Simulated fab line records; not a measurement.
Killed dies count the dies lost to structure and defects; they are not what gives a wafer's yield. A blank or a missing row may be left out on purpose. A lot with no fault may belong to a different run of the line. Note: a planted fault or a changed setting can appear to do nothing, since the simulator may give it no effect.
A lot that was struck, set against a sound lot :: flow sky130 :: 15 out of 708 route steps
Sound: the wafers L895.1, L895.2, L895.5. Struck: wafers L900.1, L900.4, L900.5. Last of all comes the cause.
For every step that has rows: the tool of each side, followed by ch and its chambers, followed by its first start. Under that, the readings that differ: sound wafers :: struck wafers :: difference of the means :: sigmas: that difference in standard deviations of wafers without a fault.
alike: readings whose means differ by less than 2 such deviations, and words and numbers that are the same on both sides. not compared: withheld readings, readings that some wafer has no value for, bounds like >300 that may hide the same value, and numbers for which the record gives no deviation and whose values overlap.
A row with sigmas, a row that says differs or no value, or rows on one side alone: a step with any of these is where the two part. Numbers that have no deviation but don't overlap get no sigmas and don't part them. A reading missing from all wafers of one side parts the sides only when that side holds two or more wafers.

first, 7 steps without rows for these wafers: SKY_METAL4_HMDS_06 (prime time 60 s); SKY_METAL4_COAT_07 (resist thk 60 nm); SKY_METAL4_COAT_08 (resist thk 1140 nm); SKY_METAL4_SOFTBAKE_09 (time 90 s); SKY_METAL4_EXPOSE_10 (exposes mask MM4, target cd 300 nm); SKY_METAL4_PEB_11; SKY_METAL4_DEVELOP_12 (develop time 60 s).
SKY_METAL4_CD_MEAS_13 targets a cd of 300 nm.
  sound: cdSem-02 at day 44 00:58; struck: cdSem-01 at day 45 09:35
  alike: cdNm
SKY_METAL4_OVL_MEAS_14:
  sound: overlay-02 at day 44 01:05; struck: overlay-01 at day 45 09:42
  alike: METAL4_OVL
SKY_METAL4_DESCUM_15: chemistry O2, time 8 s.
  sound on rieMetal-03 ch 0,1, day 44 01:07; struck on rieMetal-03 ch 1, day 45 09:44
  alike: drypumpMotorCurrentA, oesProductAu
  not compared: rfHoursCounterH
SKY_METAL4_ETCH_16: etches BARC in N2/H2, stops on SiO2, time 88.2 s, target depth 60 nm.
  sound on rieMetal-03 ch 0,1, day 44 01:10; struck on rieMetal-03 ch 1, day 45 09:46
  alike: chamberPressureMTorr, drypumpMotorCurrentA, oesProductAu, throttleValvePct
  not compared: rfHoursCounterH
SKY_METAL4_ETCH_17: etches SiO2 in C4F8/O2/Ar, stops on TiN, time 3.9 s, target depth 15 nm.
  sound on rieDiel-04 ch 0,3, day 44 01:15; struck on rieDiel-03 ch 1,3, day 45 09:52
reading: oesProductAu (a.u.)
sound: 0.740 0.750 0.739
struck: 0.756 0.762 0.757
difference: +0.015
sigmas: +2
  alike: chamberPressureMTorr
  not compared: rfHoursCounterH
SKY_METAL4_METAL_ETCH_18: etches the open film in Cl2/BCl3, stops on SiO2, target depth 845 nm, time 183.1 s.
  sound on rieMetal-02 ch 0,1, day 44 01:16; struck on rieMetal-02 ch 0,1, day 45 09:53
reading: chamberPressureMTorr (mTorr)
sound: 10.011 10.000 9.994
struck: 8.004 8.013 7.990
difference: -1.999
sigmas: -99 or more
  alike: drypumpMotorCurrentA, mfcCl2Sccm, oesProductAu, throttleValvePct
  not compared: rfHoursCounterH, model.KrF-thick_of_METAL4_COAT_08.thkNm
SKY_METAL4_STRIP_19: strips in O2/N2.
  sound on plasmaAsher-03 ch 0,1, day 44 01:27; struck on plasmaAsher-02 ch 0,1, day 45 10:04
  alike: drypumpMotorCurrentA, oesProductAu, stripTimeToEndpointS
  not compared: rfHoursCounterH
-- the record jumps here: 4 days lie between the struck wafers' starts before and after (it left off in module METAL4 and takes up again in module PAD_OPEN, whose first step shown is number 708 of the route) --
SKY_PAD_OPEN_PROBE_99:
  sound: prober-02 at day 47 23:04; struck: prober-02 at day 49 04:07
  alike: defectLimitedYield, killed_at_M0_to_M3, killed_at_M4_up, killedAtContacts, killedAtFrontEnd, killedAtOther, killedDies, killedOpen, killedShort, sort_bin_3_pad_short, sort_bin_5_function, sort_bin_6_memory, sortNPass, sortYieldPct

WHERE THEY PART
At SKY_METAL4_ETCH_17 first; at SKY_METAL4_METAL_ETCH_18 last (within this record only). Later steps at which nothing parts them and some readings are alike: SKY_METAL4_STRIP_19, SKY_PAD_OPEN_PROBE_99.

WHY: what had been put in by the simulator
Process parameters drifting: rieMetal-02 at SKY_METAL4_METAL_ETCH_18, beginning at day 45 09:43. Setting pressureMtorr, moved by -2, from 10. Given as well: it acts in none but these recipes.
